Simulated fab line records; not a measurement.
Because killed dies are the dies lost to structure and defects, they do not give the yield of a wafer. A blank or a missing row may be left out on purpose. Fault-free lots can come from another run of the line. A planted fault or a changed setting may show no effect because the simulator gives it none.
2 desks, one fault / flow sky130 / numbers are kept per desk, each desk with only its own; the story behind them comes last

METROLOGY DESK
What the gauges read for every lot (on any tool): the sampled wafers with a number, averaged. A lot is out of limits, marked OUT, if its mean lies more than 4 standard deviations from the usual mean; the brackets give that distance.
Columns: A = CAP2M_TIN_THK at SKY_CAP2M_THK_MEAS_04, usual 199.7 nm
lot=L688; first seen here=day 40 05:22; A=198.4
lot=L689; first seen here=day 40 09:19; A=196.6
lot=L692; first seen here=day 41 19:29; A=201.0
lot=L699; first seen here=day 43 11:05; A=201.6
lot=L702; first seen here=day 43 22:43; A=197.7
lot=L703; first seen here=day 44 12:40; A=200.5
lot=L705; first seen here=day 44 22:51; A=199.2
lot=L706; first seen here=day 45 05:30; A=200.9
lot=L708; first seen here=day 45 17:08; A=199.3
lot=L707; first seen here=day 45 20:38; A=199.8
lot=L709; first seen here=day 46 00:55; A=196.7
lot=L710; first seen here=day 46 05:53; A=202.3
This desk's verdict: no lot among the 12 shows anything out of limits.

AT THE TOOL OWNER'S DESK: rie metal-02
The tool's own readings at SKY_CAP2M_METAL_ETCH_13 (etches TiN in Cl2/BCl3, stops on SiO2, target depth 220 nm, time 62.9 s): means of the sampled wafers that have a number, for each lot that ran on this tool. A lot is out of limits, marked OUT, if its mean lies more than 4 standard deviations from the usual mean; the brackets give that distance.
Columns: A = bias w at SKY_CAP2M_METAL_ETCH_13, usual 48.52 W; B = drypump motor current A at SKY_CAP2M_METAL_ETCH_13, usual 6.0 A; C = oes product au at SKY_CAP2M_METAL_ETCH_13, usual 0.942 a.u.; D = throttle valve pct at SKY_CAP2M_METAL_ETCH_13, usual 21.901 %
lot=L689; first seen here=day 41 09:41; A=48.42; B=6.5; C=0.930; D=21.905
lot=L692; first seen here=day 42 18:56; A=48.52; B=6.4; C=0.950; D=21.894
lot=L699; first seen here=day 44 08:36; A=40.33 (-51) OUT; B=6.4; C=0.930; D=21.899
lot=L702; first seen here=day 44 20:24; A=40.42 (-51) OUT; B=6.4; C=0.929; D=21.913
lot=L703; first seen here=day 45 10:41; A=40.34 (-51) OUT; B=6.2; C=0.933; D=21.906
This desk's finding: out of limits on L699, L702, L703; first on L699, day 44 08:36 (bias w at SKY_CAP2M_METAL_ETCH_13). Within limits: L689, L692.

ALL TOGETHER
The tool owner's desk could have raised an alarm at day 44 08:36, on L699, L702, L703.
Nothing out of limits was seen by the metrology desk.
The metrology desk holds a record of L699, L702, L703, inside its limits.
SKY_CAP2M_METAL_ETCH_13 was run on rie metal-02 by each of the lots named.

WHAT THE SIMULATOR HAD INSERTED
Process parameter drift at SKY_CAP2M_METAL_ETCH_13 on rie metal-02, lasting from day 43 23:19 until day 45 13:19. The setting bias w was moved by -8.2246, starting from 48.5. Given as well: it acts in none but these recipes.
Shown lots that were struck: L699, L702, L703.
Hours from the fault's start to each desk's first reading out of limits: the tool owner's desk, 9.
